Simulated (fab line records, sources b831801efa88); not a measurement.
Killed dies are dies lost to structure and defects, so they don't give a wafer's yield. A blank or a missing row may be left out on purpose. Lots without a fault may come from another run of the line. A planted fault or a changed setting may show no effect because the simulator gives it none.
One fault seen from 2 desks | flow sky130 | each desk has only its own numbers; what lay behind them comes last

THE TOOL OWNER'S DESK: iline_stepper-02
The tool's own readings at SKY_LDD_HVN_EXPOSE_04 (exposes mask HVNTM, target cd 700 nm): means of the sampled wafers that have a number, for each lot that ran on this tool. A lot is out of limits, marked OUT, if its mean lies more than 4 standard deviations from the usual mean; the brackets give that distance.
Columns: A = exposure_dose_mJ_cm2 at SKY_LDD_HVN_EXPOSE_04, usual 127.00
lot  | first seen here | A
L512 | day 19 15:36    | 127.00
L515 | day 20 18:21    | 127.19
L516 | day 20 19:26    | 126.96
L518 | day 22 03:17    | 127.03
L522 | day 23 10:14    | 126.92
L525 | day 24 19:31    | 127.05
L526 | day 24 20:18    | 129.80 (+22) OUT
L527 | day 25 17:05    | 129.84 (+22) OUT
This desk's finding: out of limits on L526, L527; first on L526, day 24 20:18 (exposure_dose_mJ_cm2 at SKY_LDD_HVN_EXPOSE_04). In limits: L512, L515, L516, L518, L522, L525.

THE METROLOGY DESK
What the gauges read, lot by lot, whatever tool the lot ran on: means of the sampled wafers that have a number. A lot is out of limits, marked OUT, if its mean lies more than 4 standard deviations from the usual mean; the brackets give that distance.
Columns: A = GATE_OXIDE_OVL at SKY_GATE_OXIDE_OVL_MEAS_10, usual 0.8 nm; B = LDD_N_TW at SKY_LDD_N_TW_MEAS_17, usual 2597; C = LDD_P_OVL at SKY_LDD_P_OVL_MEAS_08, usual 1.3 nm
lot  | first seen here | A    | B    | C
L512 | day 13 19:57    | 1.0  | 2610 | 0.6
L513 | day 13 22:18    | 1.4  | 2593 | 1.3
L515 | day 14 13:42    | 1.4  | 2590 | -1.1
L516 | day 14 18:36    | -0.2 | 2623 | 1.2
L517 | day 15 15:16    | 1.0  | 2601 | 4.1
L518 | day 16 01:30    | -0.7 | 2601 | 1.5
L521 | day 17 02:52    | -1.2 | 2614 | 1.6
L522 | day 17 08:00    | 2.1  | 2619 | 2.0
L524 | day 18 03:13    | 0.9  | 2635 | -0.5
L525 | day 18 14:09    | 2.5  | 2579 | 2.2
L526 | day 18 17:10    | 2.0  | 2581 | 1.9
L527 | day 19 13:13    | 0.2  | 2590 | 0.9
L532 | day 21 04:45    | 1.6  | 2575 | 0.2
L535 | day 22 14:37    | 0.1  | 2606 | -1.0
This desk's finding: nothing out of limits on any of the 14 lots.

PUT TOGETHER
The tool owner's desk could have raised an alarm at day 24 20:18, on L526, L527.
The metrology desk saw nothing out of limits.
The metrology desk has L526, L527 on record, within its limits.
Of the lots named, all ran SKY_LDD_HVN_EXPOSE_04 on iline_stepper-02.

WHAT THE SIMULATOR HAD PUT IN
Process parameter drift: iline_stepper-02, from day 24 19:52 on, at SKY_LDD_HVN_EXPOSE_04. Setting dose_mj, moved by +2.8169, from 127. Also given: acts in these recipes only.
Lots struck among those shown: L526, L527.
Hours from the fault's start to each desk's first reading out of limits: the tool owner's desk, 0.
